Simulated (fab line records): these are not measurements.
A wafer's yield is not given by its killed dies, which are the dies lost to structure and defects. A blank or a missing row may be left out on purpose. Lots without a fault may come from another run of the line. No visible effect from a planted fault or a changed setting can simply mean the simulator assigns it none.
Chamber matching ; flow gf180mcu ; GF_V5_CMP_04 on cmp-01: 4 sister chambers
The step polishes SiO2. 39 wafers are shown with their chamber, then 12 later ones without.

WAFERS PAIRED WITH THEIR CHAMBERS
wafer;chamber;motor-current-A (A)
L074.1;2;13.5
L074.4;1;12.5
L074.5;0;11.2
L077.1;3;11.3
L077.5;1;12.0
L077.6;0;10.8
L081.1;1;12.2
L081.2;2;13.3
L081.6;2;13.3
L080.3;1;11.9
L080.4;2;13.3
L080.5;3;12.1
L083.2;0;10.8
L083.3;3;11.7
L083.4;1;11.9
L084.1;3;11.7
L084.3;1;12.4
L084.6;2;13.5
L085.2;2;13.6
L085.4;1;11.9
L085.6;0;10.7
L086.3;3;11.6
L086.5;3;11.6
L086.6;0;10.2
L087.1;1;12.5
L087.2;2;12.7
L087.3;3;11.2
L088.3;1;11.6
L088.4;3;11.5
L088.6;3;11.5
L089.1;2;13.2
L089.3;1;12.6
L089.5;1;12.2
L090.1;2;12.6
L090.3;0;11.2
L090.6;2;13.6
L092.3;3;11.8
L092.4;0;10.4
L092.6;2;12.9

SIGNATURES (averages over the wafers above)
reading;chamber 0;chamber 1;chamber 2;chamber 3;scatter within a chamber
motor-current-A;10.757;12.155;13.227;11.600;0.324
Rule: a wafer lies at a distance from a chamber equal to the root of the sum of squares, over the readings, of (its reading less the chamber's mean, divided by the reading's scatter). The wafer belongs to the nearest chamber; if the next one is less than 2 further off, it can't be placed. The scatter: take each reading less its chamber's mean, square it, sum over the shown wafers, divide by the number of wafers less the number of chambers, and take the root.

WAFERS WITH NO CHAMBER GIVEN
wafer;motor-current-A (A)
L093.2;11.2
L093.4;12.4
L093.5;11.5
L094.1;12.2
L094.3;11.6
L094.5;12.2
L095.2;11.9
L095.3;12.0
L095.6;10.9
L096.3;13.2
L096.4;11.3
L096.6;11.2

CHAMBER TAKEN BY EACH
wafer;from the rows above;in truth
L093.2;can't be placed: 3 or 0 or 1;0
L093.4;can't be placed: 1 or 3 or 2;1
L093.5;can't be placed: 3 or 1 or 0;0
L094.1;can't be placed: 1 or 3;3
L094.3;can't be placed: 3 or 1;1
L094.5;can't be placed: 1 or 3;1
L095.2;can't be placed: 1 or 3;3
L095.3;can't be placed: 1 or 3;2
L095.6;can't be placed: 0 or 3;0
L096.3;2;2
L096.4;can't be placed: 3 or 0 or 1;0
L096.6;can't be placed: 3 or 0 or 1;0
Correct placement for 1 of the 12. Not placeable from these rows: 11 (in 10, the candidates include the true chamber). Placed wrongly: 0.
